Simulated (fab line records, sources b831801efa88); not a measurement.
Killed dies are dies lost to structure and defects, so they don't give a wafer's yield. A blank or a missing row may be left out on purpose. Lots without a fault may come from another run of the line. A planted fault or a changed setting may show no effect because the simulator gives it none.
Problem report in the 8D (eight disciplines) form, filled by code | flow sfq_line | the parts of the form that need people (team, actions taken, sign-off) are left out

1. THE PROBLEM
oes_product_au at SFQ_TRILAYER_L0_VIA_ETCH_VIA_ETCH_016 reads a mean of 1.006 a.u. on 4 wafers of 2 lots; wafers without a fault read 0.843 a.u. with a standard deviation of 0.0077. That is +21 standard deviations from the usual mean.
The step: etches SiO2 in CHF3, stops on MoNx KI, target depth 80 nm.
First seen on wafer L591.2, day 5 12:29, on rie_diel-03. The record holds 36 wafers of 12 lots with a number at this step. Rule for "out", or "out of limits": more than 4 standard deviations from the usual mean. The other wafers with a number count as sound.

2. WHAT IT IS AND WHAT IT IS NOT
question                    | is                             | is not
which readings at this step | oes_product_au                 | -
which lots                  | L591, L592                     | L583, L584, L585, L586, L597, L599, L600, L601, L604, L606
which wafers of those lots  | L591.2, L591.3, L591.6, L592.6 | L592.1, L592.3
read on which tools         | rie_diel-03                    | rie_diel-02, rie_diel-04
when                        | from day 5 12:29               | up to then (12 sound wafers); but 20 sound wafers of L592, L597, L599, L600, L601, L604, L606 came after

3. SUSPECTS, AND WHAT RULES EACH OUT
Counting: a tool at a process step up to the reading stays a suspect if it ran every lot that is out. Sound lots after the first of them don't rule it out here, since some wafers of a struck lot are sound.
- pecvd-02 at SFQ_TRILAYER_L0_CAP_PECVD_011 (deposits SiO2 from SiH4/N2O, time 13.333 s, target thk 60 nm): kept. It ran every lot that is out, first L591 (day 4 10:53); its last sound lot up to then is L585 (day 2 20:31).
- rie_diel-03 at SFQ_TRILAYER_L0_VIA_ETCH_VIA_ETCH_016 (etches SiO2 in CHF3, stops on MoNx KI, target depth 80 nm): kept. It ran every lot that is out, first L591 (day 5 12:29); its last sound lot up to then is L586 (day 4 12:29). Its own readings are out on those wafers: oes_product_au.
- Within pecvd-02 at SFQ_TRILAYER_L0_CAP_PECVD_011: the wafers that are out ran in chamber 1; their sound lot-mates ran in chamber 2.
Left after counting: pecvd-02 at SFQ_TRILAYER_L0_CAP_PECVD_011, rie_diel-03 at SFQ_TRILAYER_L0_VIA_ETCH_VIA_ETCH_016.

4. THE CAUSE (what the simulator had put in)
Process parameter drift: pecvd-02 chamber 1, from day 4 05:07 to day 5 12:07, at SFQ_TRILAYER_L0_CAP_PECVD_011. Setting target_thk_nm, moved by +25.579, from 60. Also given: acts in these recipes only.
Counting left 2 suspects, and this tool is among them.

5. THE CHAIN OF EFFECTS, in route order
Each row: a reading whose mean over the struck wafers that have a number lies more than 3 standard deviations from the usual. Only readings for which the record gives a usual standard deviation are gone through. hours: the time from each lot's start at the first step in this table that gives one to its start at this step, as a median over the lots. sigmas: the change in usual standard deviations.
hours | step                                  | reading        | usual      | on struck wafers | change | sigmas
0     | SFQ_TRILAYER_L0_VIA_ETCH_VIA_ETCH_016 | oes_product_au | 0.843 a.u. | 1.006            | +0.163 | +21
The process steps in it:
- SFQ_TRILAYER_L0_VIA_ETCH_VIA_ETCH_016: etches SiO2 in CHF3, stops on MoNx KI, target depth 80 nm.

6. WHAT WOULD HAVE CAUGHT IT SOONER
In this record the first reading out of limits was taken at day 5 12:29, 31 hours after the fault began at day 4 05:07.
Of the tool readings at SFQ_TRILAYER_L0_CAP_PECVD_011 for which the record gives a usual standard deviation, none was out on any struck wafer, so an alarm limit of 4 standard deviations on them would not have fired.
All the lots that are out (2) had begun SFQ_TRILAYER_L0_CAP_PECVD_011 on pecvd-02 by day 5 12:29. A hold on the tool at that time would have spared none of them.
